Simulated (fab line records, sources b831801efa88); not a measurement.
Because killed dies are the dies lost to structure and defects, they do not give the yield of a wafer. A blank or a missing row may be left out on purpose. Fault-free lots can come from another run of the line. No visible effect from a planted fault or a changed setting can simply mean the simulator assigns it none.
Check of tool commonality ; flow gf180mcu ; 13 lots, 39 wafers sampled

## WHAT PROMPTED THE OPENING
At GF_VT_IMPLANT_OVL_MEAS_40 the reading VT_IMPLANT_03_OVL is flagged on 2 of 13 lots. No-fault wafers: 0.2 nm, standard deviation 1.4.
Rule: a lot is flagged when every wafer of it that has a number lies more than 4 standard deviations from that mean, or none has a number. As for the other lots, they are considered sound.

lot;measured;on;VT_IMPLANT_03_OVL (nm), wafer by wafer;flag
L802;day 7 12:08;overlay-02;1.3 -0.6 0.8;
L803;day 7 18:57;overlay-02;1.3 0.0 -0.3;
L804;day 8 00:22;overlay-02;0.5 0.6 -0.2;
L805;day 8 10:26;overlay-01;1.8 1.7 1.0;
L806;day 8 13:47;overlay-02;1.1 1.9 1.1;
L807;day 8 21:27;overlay-01;1.4 3.4 3.0;
L808;day 9 04:16;overlay-02;0.7 -0.1 2.2;
L810;day 9 16:27;overlay-02;-0.1 -1.4 0.1;
L811;day 10 04:52;overlay-01;0.4 1.5 1.6;
L813;day 10 14:55;overlay-01;115.7 116.8 116.2;FLAGGED
L815;day 11 03:56;overlay-01;-0.8 0.6 0.6;
L818;day 11 23:34;overlay-02;113.6 114.4 113.8;FLAGGED
L821;day 12 20:01;overlay-02;0.0 -0.2 -2.1;
On average the flagged lots' numbers are 115.1 nm, which is +114.9 nm against the usual, or +82 standard deviations.

## EACH LOT AND THE TOOL IT RAN ON
The record keeps 1 process step preceding the reading, out of 602 steps on the route. Read each cell as the tool, then ch plus the chambers that the sampled wafers visited, then the start.
lot;flag;GF_VT_IMPLANT_EXPOSE_37
L802;;iline-stepper-02 ch 0, day 7 04:14
L803;;iline-stepper-01 ch 0, day 7 11:19
L804;;iline-stepper-02 ch 0, day 7 16:07
L805;;iline-stepper-02 ch 0, day 8 02:19
L806;;iline-stepper-01 ch 0, day 8 06:07
L807;;iline-stepper-01 ch 0, day 8 13:17
L808;;iline-stepper-02 ch 0, day 8 20:35
L810;;iline-stepper-01 ch 0, day 9 08:16
L811;;iline-stepper-01 ch 0, day 9 20:25
L813;FLAGGED;iline-stepper-02 ch 0, day 10 07:05
L815;;iline-stepper-01 ch 0, day 10 19:11
L818;FLAGGED;iline-stepper-02 ch 0, day 11 14:04
L821;;iline-stepper-01 ch 0, day 12 10:07
What these steps do:
- GF_VT_IMPLANT_EXPOSE_37: exposes mask Nwell HV AREA, target cd 860 nm.
- GF_VT_IMPLANT_OVL_MEAS_40

## FLAGGED AGAINST TOTAL, ONE TOOL AT A TIME (gauges that did the reading follow at the end)
step;tool;lots run;flagged;share of the flagged lots;sound lots run after its first flagged lot
GF_VT_IMPLANT_EXPOSE_37;iline-stepper-01;7;0;none;-
GF_VT_IMPLANT_EXPOSE_37;iline-stepper-02;6;2;all;0
GF_VT_IMPLANT_OVL_MEAS_40;overlay-01;5;1;some;1 (L815)
GF_VT_IMPLANT_OVL_MEAS_40;overlay-02;8;1;some;1 (L821)

## WHAT THE TABLE ALLOWS
1 row of the table ran every flagged lot: iline-stepper-02 at GF_VT_IMPLANT_EXPOSE_37.
- iline-stepper-02 at GF_VT_IMPLANT_EXPOSE_37 ran 6 lots, 2 of them flagged. Its last sound lot is L808 (day 8 20:35), its first flagged lot L813 (day 10 07:05): a fault that began between those two fits.
Left over: one tool, iline-stepper-02 at GF_VT_IMPLANT_EXPOSE_37.

## WHAT WAS PUT IN BY THE SIMULATOR
Scanner matching overlay: iline-stepper-02, from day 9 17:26 on, at GF_VT_IMPLANT_EXPOSE_37. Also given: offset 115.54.
Shown lots that were struck: L813, L818. The rule above reached the same finding.
